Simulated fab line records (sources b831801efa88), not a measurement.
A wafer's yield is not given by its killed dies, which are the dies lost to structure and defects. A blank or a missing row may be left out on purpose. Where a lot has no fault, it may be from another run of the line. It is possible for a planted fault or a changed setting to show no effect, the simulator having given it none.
What tool caused it? | flow sky130 | 13 lots with 39 wafers sampled at 5 steps, on a route of 708 steps

== WHAT THE GAUGES READ, wafer by wafer ==
SKY_LI_CONTACT_RS_MEAS_22: the measuring method here is four-point-probe.
lot  | measured     | on            | LI_CONTACT_W_RS (ohm/sq)
L918 | day 29 06:34 | film_metro-02 | 0.283 0.288 0.278
L921 | day 29 18:05 | film_metro-04 | 0.284 0.283 0.286
L919 | day 29 18:40 | film_metro-03 | 0.287 0.282 0.289
L920 | day 29 23:10 | film_metro-02 | 0.280 0.278 0.282
L922 | day 30 04:22 | film_metro-03 | 0.287 0.283 0.282
L923 | day 30 07:37 | film_metro-02 | 0.281 0.283 0.279
L932 | day 33 17:20 | film_metro-02 | 0.287 0.284 0.286
L933 | day 33 23:07 | film_metro-03 | 0.286 0.286 0.285
L934 | day 34 11:05 | film_metro-03 | 0.287 0.283 0.283
L936 | day 34 16:23 | film_metro-04 | 0.287 0.282 0.284
L937 | day 35 02:13 | film_metro-03 | 0.281 0.287 0.283
L938 | day 35 19:07 | film_metro-03 | 0.278 0.286 0.278
L939 | day 35 20:04 | film_metro-03 | 0.278 0.287 0.282

SKY_CONTACT_THK_MEAS_01.
lot  | measured     | on            | CONTACT_CVD_00_THK (nm)
L918 | day 30 09:43 | film_metro-02 | 75.1 75.3 77.0
L921 | day 30 21:38 | film_metro-01 | 75.3 75.5 74.9
L919 | day 30 22:31 | film_metro-04 | 75.8 75.8 74.7
L920 | day 31 03:04 | film_metro-01 | 144.5 149.4 149.4 144.5 149.3 149.6
L922 | day 31 07:51 | film_metro-01 | 149.2 149.2 152.0 149.0 149.2 151.9
L923 | day 31 11:01 | film_metro-01 | 148.1 151.2 149.3 148.0 151.1 149.4
L932 | day 34 21:47 | film_metro-01 | 73.6 74.6 74.9
L933 | day 35 03:21 | film_metro-04 | 73.7 73.4 73.1
L934 | day 35 15:21 | film_metro-01 | 73.8 73.7 75.3
L936 | day 35 20:37 | film_metro-04 | 71.6 75.2 74.0
L937 | day 36 06:39 | film_metro-01 | 73.1 73.7 73.0
L938 | day 36 23:38 | film_metro-04 | 74.2 75.2 76.5
L939 | day 37 01:08 | film_metro-02 | 73.4 74.3 75.8

== WHAT TOOL EACH LOT RAN ON (gives the tool, then ch and the chambers of the sampled wafers, and finally the start) ==
lot  | SKY_LI_CONTACT_STRIP_16              | SKY_LOCAL_INTERCONNECT_SPUTTER_00 | SKY_CONTACT_CVD_00
L918 | plasma_asher-03 ch 0,1, day 29 05:59 | pvd_sputter-02, day 29 07:01      | pecvd-01 ch 1,2, day 30 09:40
L921 | plasma_asher-04 ch 0,1, day 29 17:32 | pvd_sputter-02, day 29 18:34      | pecvd-03 ch 0,2, day 30 21:36
L919 | plasma_asher-01 ch 0,1, day 29 18:07 | pvd_sputter-02, day 29 19:09      | pecvd-01 ch 1,2, day 30 22:28
L920 | plasma_asher-04 ch 0,1, day 29 22:35 | pvd_sputter-04, day 29 23:38      | pecvd-03 ch 0,1, day 31 02:50
L922 | plasma_asher-01 ch 0,1, day 30 03:47 | pvd_sputter-03, day 30 04:49      | pecvd-04 ch 0,1,2, day 31 07:00
L923 | plasma_asher-04 ch 0,1, day 30 07:03 | pvd_sputter-03, day 30 08:05      | pecvd-01 ch 0,1,2, day 31 10:00
L932 | plasma_asher-01 ch 0,1, day 33 16:47 | pvd_sputter-03, day 33 17:58      | pecvd-04 ch 1,2, day 34 21:46
L933 | plasma_asher-03 ch 0,1, day 33 22:30 | pvd_sputter-02, day 33 23:44      | pecvd-01 ch 0,1,2, day 35 03:18
L934 | plasma_asher-04 ch 0,1, day 34 10:32 | pvd_sputter-04, day 34 11:34      | pecvd-04 ch 0,2, day 35 15:18
L936 | plasma_asher-04 ch 0,1, day 34 15:50 | pvd_sputter-02, day 34 16:52      | pecvd-01 ch 0,1,2, day 35 20:32
L937 | plasma_asher-04 ch 1, day 35 01:38   | pvd_sputter-04, day 35 02:42      | pecvd-01 ch 0,1,2, day 36 06:37
L938 | plasma_asher-04 ch 0,1, day 35 18:32 | pvd_sputter-02, day 35 19:35      | pecvd-04 ch 1,2, day 36 23:36
L939 | plasma_asher-03 ch 0,1, day 35 19:31 | pvd_sputter-02, day 35 20:31      | pecvd-03 ch 0,1, day 37 01:05
- SKY_LI_CONTACT_STRIP_16: strips in O2/N2.
- SKY_LOCAL_INTERCONNECT_SPUTTER_00: material TiN, target thk 100 nm, time 83.3 s.
- SKY_CONTACT_CVD_00: deposits Si3N4, target thk 75 nm.

== WHAT THE TOOLS THEMSELVES READ (means of the sampled wafers that have a number; where no wafer has one, the mark that the record gives instead) ==
SKY_LI_CONTACT_STRIP_16.
lot  | tool            | drypump_motor_current_A (A) | oes_product_au (a.u.) | strip_time_to_endpoint_s (s)
L918 | plasma_asher-03 | 5.5                         | 0.379                 | 3.50
L921 | plasma_asher-04 | 5.9                         | 0.374                 | 3.51
L919 | plasma_asher-01 | 5.3                         | 0.378                 | 3.51
L920 | plasma_asher-04 | 5.9                         | 0.377                 | 3.48
L922 | plasma_asher-01 | 5.3                         | 0.373                 | 3.49
L923 | plasma_asher-04 | 5.9                         | 0.377                 | 3.51
L932 | plasma_asher-01 | 5.8                         | 0.373                 | 3.51
L933 | plasma_asher-03 | 5.5                         | 0.371                 | 3.45
L934 | plasma_asher-04 | 5.9                         | 0.373                 | 3.48
L936 | plasma_asher-04 | 5.9                         | 0.372                 | 3.46
L937 | plasma_asher-04 | 6.0                         | 0.368                 | 3.46
L938 | plasma_asher-04 | 5.9                         | 0.378                 | 3.52
L939 | plasma_asher-03 | 5.5                         | 0.376                 | 3.49

SKY_LOCAL_INTERCONNECT_SPUTTER_00.
lot  | tool           | throttle_valve_pct (%)
L918 | pvd_sputter-02 | 30.6
L921 | pvd_sputter-02 | 30.7
L919 | pvd_sputter-02 | 30.8
L920 | pvd_sputter-04 | 29.2
L922 | pvd_sputter-03 | 28.8
L923 | pvd_sputter-03 | 28.6
L932 | pvd_sputter-03 | 28.7
L933 | pvd_sputter-02 | 31.4
L934 | pvd_sputter-04 | 29.5
L936 | pvd_sputter-02 | 30.3
L937 | pvd_sputter-04 | 29.0
L938 | pvd_sputter-02 | 30.7
L939 | pvd_sputter-02 | 30.9

SKY_CONTACT_CVD_00.
lot  | tool     | heater_power_w (W)
L918 | pecvd-01 | 571
L921 | pecvd-03 | 820
L919 | pecvd-01 | 553
L920 | pecvd-03 | 815
L922 | pecvd-04 | 780
L923 | pecvd-01 | 668
L932 | pecvd-04 | 687
L933 | pecvd-01 | 659
L934 | pecvd-04 | 760
L936 | pecvd-01 | 681
L937 | pecvd-01 | 589
L938 | pecvd-04 | 705
L939 | pecvd-03 | 838

== THE ANSWER, worked out from the rows above alone ==
Rule: usual is defined by the lots themselves. The widest of any qualifying gaps counts: lots, ordered by their means at a reading, are off when they make up no more than a third of the lots, leave a main group of 4 or more, and stand apart from it by 3 or more times the standard deviation of that group's means. The tables above print the reading to a certain number of digits; a main group whose means all agree to those digits is not used. A lot without any number at a reading at which 4 lots or more have one is off too. All remaining lots with rows at the step are treated as sound. First the gauges in route order, then the tools' own readings, where a lot's mean is used as printed above. At the first step where some lot is off, the reading lying furthest off is the one used; lots without a number count as furthest.
Off: at SKY_CONTACT_THK_MEAS_01 (CONTACT_CVD_00_THK), L920, L922, L923. Mean 74.5 nm and standard deviation 0.86 in the main group.
A tool fits if, at a process step before that reading, it ran every lot that is off, and no sound lot after the first of them. Gauges at SKY_CONTACT_THK_MEAS_01: tried the same way as those tools. Not one of the candidates tried fits.

== WHAT THE SIMULATOR HAD INSERTED ==
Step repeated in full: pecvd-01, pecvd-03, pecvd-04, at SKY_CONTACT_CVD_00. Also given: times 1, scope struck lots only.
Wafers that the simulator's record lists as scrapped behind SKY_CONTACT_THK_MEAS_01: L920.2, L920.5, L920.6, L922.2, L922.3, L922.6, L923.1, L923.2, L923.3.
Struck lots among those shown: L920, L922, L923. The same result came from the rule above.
